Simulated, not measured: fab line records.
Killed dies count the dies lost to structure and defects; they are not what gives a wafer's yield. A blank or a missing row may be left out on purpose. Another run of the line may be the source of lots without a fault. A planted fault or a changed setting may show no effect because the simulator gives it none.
Code-filled problem report in 8D (eight disciplines) form -- flow sky130 -- the parts of the form that need people (team, actions taken, sign-off) are left out

## 1. PROBLEM STATEMENT
Wafers free of any fault read 221.6 (standard deviation 0.98) for VT_ADJUST_NCORE_TW at SKY_VT_ADJUST_NCORE_TW_MEAS_11, against a mean of 213.0 on 9 wafers of 3 lots. That is -8.8 standard deviations from the usual mean.
Seen first at day 12 05:57 on filmMetro-03, wafer L482.2. The record holds 36 wafers of 12 lots with a number at this step. Rule for "out", or "out of limits": more than 4 standard deviations from the usual mean. All remaining wafers that have a number are taken as sound.

## 2. WHAT IT IS AND WHAT IT IS NOT
question,is,is not
which readings at this step,VT_ADJUST_NCORE_TW,-
which lots,"L482, L483, L486","L471, L472, L473, L474, L477, L488, L490, L492, L493"
which wafers of those lots,all that have a number,-
read on which gauges,"filmMetro-01, filmMetro-03",filmMetro-04
when,from day 12 05:57,"up to then (15 sound wafers); but 12 sound wafers of L488, L490, L492, L493 came after"

## 3. WHAT RULES OUT EACH SUSPECT
Counting: any tool at a process step up to the reading is kept as a suspect provided that every lot that is out went through it and no sound lot did after the first of them.
- ruled out: the gauge at SKY_VT_ADJUST_NCORE_TW_MEAS_11. 2 gauges (filmMetro-01, filmMetro-03) read the wafers that are out.
- implanter-01 at SKY_VT_ADJUST_NCORE_IMPLANT_09: ruled out as a lasting fault. The sound lots L493 went through it after L482, its earliest lot that is out (day 12 05:43).
Left after counting: nothing in the record.

## 4. THE CAUSE (what the simulator had put in)
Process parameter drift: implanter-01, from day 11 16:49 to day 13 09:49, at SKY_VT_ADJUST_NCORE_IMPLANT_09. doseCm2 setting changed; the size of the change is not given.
It was ruled out by counting, in error; the rule expects a fault to strike all lots run on its tool from its start on, and this fault did not.

## 5. THE EFFECT CHAIN, in route order
Rows list readings where the struck wafers' mean (over those with a number) sits beyond 3 standard deviations from the usual. Only readings whose record carries a usual standard deviation are examined. hours: median over the lots of the time between each lot's start at the first step of this table that gives one and its start at this step. sigmas: the change, counted in usual standard deviations.
hours,step,reading,usual,on struck wafers,change,sigmas
0,SKY_VT_ADJUST_NCORE_IMPLANT_09,doseIonsCm2,2.4002e+12,2.0744e+12,-3.2580e+11,-99 or more
0,SKY_VT_ADJUST_NCORE_IMPLANT_09,faradayCurrentUA,13.51,11.61,-1.90,-6.6
0,SKY_VT_ADJUST_NCORE_TW_MEAS_11,VT_ADJUST_NCORE_TW,221.6,213.0,-8.6,-8.8
Its process steps:
- SKY_VT_ADJUST_NCORE_IMPLANT_09
Later measuring or inspecting steps at which every struck wafer that the step has a row for has a number for every such reading, and none has moved that far: SKY_VT_ADJUST_PCH_TW_MEAS_10, SKY_SONOS_TUNNEL_CD_MEAS_07.

## 6. HOW IT WOULD HAVE BEEN CAUGHT EARLIER
In this record the first reading out of limits at a measuring or inspecting step was taken at day 12 05:57, 13 hours after the fault began at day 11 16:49.
Tool's own readings at SKY_VT_ADJUST_NCORE_IMPLANT_09, doseIonsCm2, faradayCurrentUA: out on all struck wafers the step has rows for; an alarm limit on them would have tripped on the first.
